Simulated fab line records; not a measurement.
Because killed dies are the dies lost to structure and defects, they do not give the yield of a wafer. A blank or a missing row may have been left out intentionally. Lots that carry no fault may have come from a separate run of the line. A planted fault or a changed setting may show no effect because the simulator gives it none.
Chamber matching / flow gf180mcu / cmp-02 running GF_V5_CMP_26: 4 sister chambers
The step polishes, stops on SiO2, t overpolish 15 s, target thk 0 nm. 14 wafers are shown with their chamber, then 7 later ones without.

EACH WAFER AND ITS CHAMBER
wafer=L658.3; chamber=0; motor_current_A (A)=10.6; time_to_endpoint_s (s)=85; overpolish_run_s (s)=14.996
wafer=L658.4; chamber=2; motor_current_A (A)=12.0; time_to_endpoint_s (s)=83; overpolish_run_s (s)=14.995
wafer=L658.5; chamber=1; motor_current_A (A)=11.0; time_to_endpoint_s (s)=92; overpolish_run_s (s)=15.021
wafer=L659.3; chamber=2; motor_current_A (A)=11.1; time_to_endpoint_s (s)=82; overpolish_run_s (s)=15.001
wafer=L659.5; chamber=3; motor_current_A (A)=9.1; time_to_endpoint_s (s)=77; overpolish_run_s (s)=14.990
wafer=L659.6; chamber=0; motor_current_A (A)=11.0; time_to_endpoint_s (s)=86; overpolish_run_s (s)=15.001
wafer=L660.1; chamber=0; motor_current_A (A)=10.3; time_to_endpoint_s (s)=83; overpolish_run_s (s)=14.989
wafer=L660.2; chamber=1; motor_current_A (A)=11.4; time_to_endpoint_s (s)=87; overpolish_run_s (s)=15.003
wafer=L660.6; chamber=1; motor_current_A (A)=11.4; time_to_endpoint_s (s)=87; overpolish_run_s (s)=14.997
wafer=L676.1; chamber=1; motor_current_A (A)=11.4; time_to_endpoint_s (s)=96; overpolish_run_s (s)=14.985
wafer=L676.2; chamber=3; motor_current_A (A)=9.8; time_to_endpoint_s (s)=83; overpolish_run_s (s)=15.005
wafer=L676.6; chamber=2; motor_current_A (A)=11.3; time_to_endpoint_s (s)=84; overpolish_run_s (s)=15.000
wafer=L677.1; chamber=0; motor_current_A (A)=10.8; time_to_endpoint_s (s)=83; overpolish_run_s (s)=14.993
wafer=L677.2; chamber=1; motor_current_A (A)=11.3; time_to_endpoint_s (s)=84; overpolish_run_s (s)=15.011

SIGNATURES, as means of the wafers listed above
reading=motor_current_A; chamber 0=10.675; chamber 1=11.300; chamber 2=11.467; chamber 3=9.450; scatter within a chamber=0.329
reading=time_to_endpoint_s; chamber 0=84.25; chamber 1=89.20; chamber 2=83.00; chamber 3=80.00; scatter within a chamber=3.43
reading=overpolish_run_s; chamber 0=14.99475; chamber 1=15.00340; chamber 2=14.99867; chamber 3=14.99750; scatter within a chamber=0.00978
Rule: for each reading, subtract the chamber's mean from the wafer's reading, divide by that reading's scatter and square the result; add these up over the readings and take the root, which gives the wafer's distance from the chamber. The wafer belongs to the nearest chamber; if the next one is less than 2 further off, it can't be placed. The scatter: the root of (the sum of the squares of (reading less its chamber's mean) over the shown wafers, divided by (wafers less chambers)).

WAFERS WITH NO CHAMBER GIVEN
wafer=L677.4; motor_current_A (A)=11.2; time_to_endpoint_s (s)=80; overpolish_run_s (s)=15.014
wafer=L678.1; motor_current_A (A)=11.4; time_to_endpoint_s (s)=81; overpolish_run_s (s)=15.002
wafer=L678.3; motor_current_A (A)=12.1; time_to_endpoint_s (s)=88; overpolish_run_s (s)=15.001
wafer=L678.6; motor_current_A (A)=11.9; time_to_endpoint_s (s)=91; overpolish_run_s (s)=15.002
wafer=L679.3; motor_current_A (A)=10.4; time_to_endpoint_s (s)=84; overpolish_run_s (s)=15.008
wafer=L679.4; motor_current_A (A)=9.5; time_to_endpoint_s (s)=77; overpolish_run_s (s)=15.019
wafer=L679.6; motor_current_A (A)=10.8; time_to_endpoint_s (s)=86; overpolish_run_s (s)=14.992

WHICH CHAMBER EACH ONE RAN IN
wafer=L677.4; from the rows above=can't be placed: 2 or 0 or 1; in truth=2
wafer=L678.1; from the rows above=can't be placed: 2 or 1 or 0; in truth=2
wafer=L678.3; from the rows above=can't be placed: 2 or 1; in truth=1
wafer=L678.6; from the rows above=can't be placed: 1 or 2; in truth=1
wafer=L679.3; from the rows above=can't be placed: 0 or 1 or 3 or 2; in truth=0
wafer=L679.4; from the rows above=3; in truth=3
wafer=L679.6; from the rows above=can't be placed: 0 or 1 or 2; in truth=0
Correct placement for 1 of the 7. Not placeable from these rows: 6 (in 6, the candidates include the true chamber). 0 placed wrongly.
